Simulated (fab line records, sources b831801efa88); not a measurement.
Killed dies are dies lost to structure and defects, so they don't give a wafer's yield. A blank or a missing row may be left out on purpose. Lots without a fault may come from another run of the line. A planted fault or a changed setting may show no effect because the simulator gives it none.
One fault seen from 2 desks | flow gf180mcu | each desk has only its own numbers; what lay behind them comes last

THE TOOL OWNER'S DESK: implanter-02
The tool's own readings at GF_NSD_IMPLANT_09: means of the sampled wafers that have a number, for each lot that ran on this tool. A lot is out of limits, marked OUT, if its mean lies more than 4 standard deviations from the usual mean; the brackets give that distance.
Columns: A = beam_on_s at GF_NSD_IMPLANT_09, usual 16.9 s; B = dose_ions_cm2 at GF_NSD_IMPLANT_09, usual 4.001e+15
lot  | first seen here | A               | B
L808 | day 13 12:38    | 17.4            | 4.000e+15
L809 | day 13 17:02    | 17.6            | 4.001e+15
L812 | day 14 20:23    | 17.5            | 4.002e+15
L825 | day 19 14:05    | 21.9 (+6.6) OUT | 5.135e+15 (+99 or more) OUT
L827 | day 20 03:03    | 22.1 (+6.9) OUT | 5.135e+15 (+99 or more) OUT
This desk's finding: out of limits on L825, L827; first on L825, day 19 14:05 (beam_on_s at GF_NSD_IMPLANT_09). In limits: L808, L809, L812.

THE METROLOGY DESK
What the gauges read, lot by lot, whatever tool the lot ran on: means of the sampled wafers that have a number. A lot is out of limits, marked OUT, if its mean lies more than 4 standard deviations from the usual mean; the brackets give that distance.
Columns: A = cd_nm at GF_HV_LDD_CD_MEAS_31, usual 399.3 nm; B = HV_LDD_CVD_54_THK at GF_HV_LDD_THK_MEAS_55, usual 9.95 nm; C = HV_LDD_CVD_56_THK at GF_HV_LDD_THK_MEAS_57, usual 89.8 nm; D = NSD_RS at GF_PSD_RS_MEAS_14, usual 46.18 ohm/sq
lot  | first seen here | A     | B     | C    | D
L808 | day 11 16:11    | 401.3 | 10.03 | 89.7 | 46.36
L809 | day 11 21:10    | 398.8 | 9.93  | 90.6 | 46.31
L810 | day 12 06:20    | 401.9 | 10.25 | 89.8 | 46.10
L811 | day 12 12:26    | 396.3 | 9.99  | 91.6 | 46.24
L812 | day 12 22:31    | 399.5 | 10.27 | 89.5 | 46.17
L817 | day 14 18:03    | 398.7 | 9.90  | 89.9 | 46.10
L819 | day 15 07:38    | 398.2 | 9.86  | 89.3 | 46.20
L825 | day 17 09:28    | 398.5 | 9.89  | 90.8 | 44.80 (-14) OUT
L826 | day 17 16:26    | 396.6 | 9.66  | 89.1 | 46.16
L827 | day 17 23:59    | 403.6 | 9.93  | 88.7 | 45.03 (-12) OUT
L830 | day 18 20:53    | 400.3 | 9.92  | 90.0 | 46.28
L831 | day 19 09:07    | 400.0 | 10.04 | 90.6 | 46.23
This desk's finding: out of limits on L825, L827; first on L825, day 20 15:34 (NSD_RS at GF_PSD_RS_MEAS_14). In limits: L808, L809, L810, L811, L812, L817, L819, L826, L830, L831.

PUT TOGETHER
The tool owner's desk could have raised an alarm at day 19 14:05, on L825, L827.
The metrology desk could have raised an alarm at day 20 15:34, on L825, L827.
Of the lots named, all ran GF_NSD_IMPLANT_09 on implanter-02.

WHAT THE SIMULATOR HAD PUT IN
Process parameter drift: implanter-02, from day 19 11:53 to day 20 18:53, at GF_NSD_IMPLANT_09. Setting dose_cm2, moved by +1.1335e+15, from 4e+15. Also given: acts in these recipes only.
Lots struck among those shown: L825, L827.
Hours from the fault's start to each desk's first reading out of limits: the tool owner's desk, 2; the metrology desk, 28.
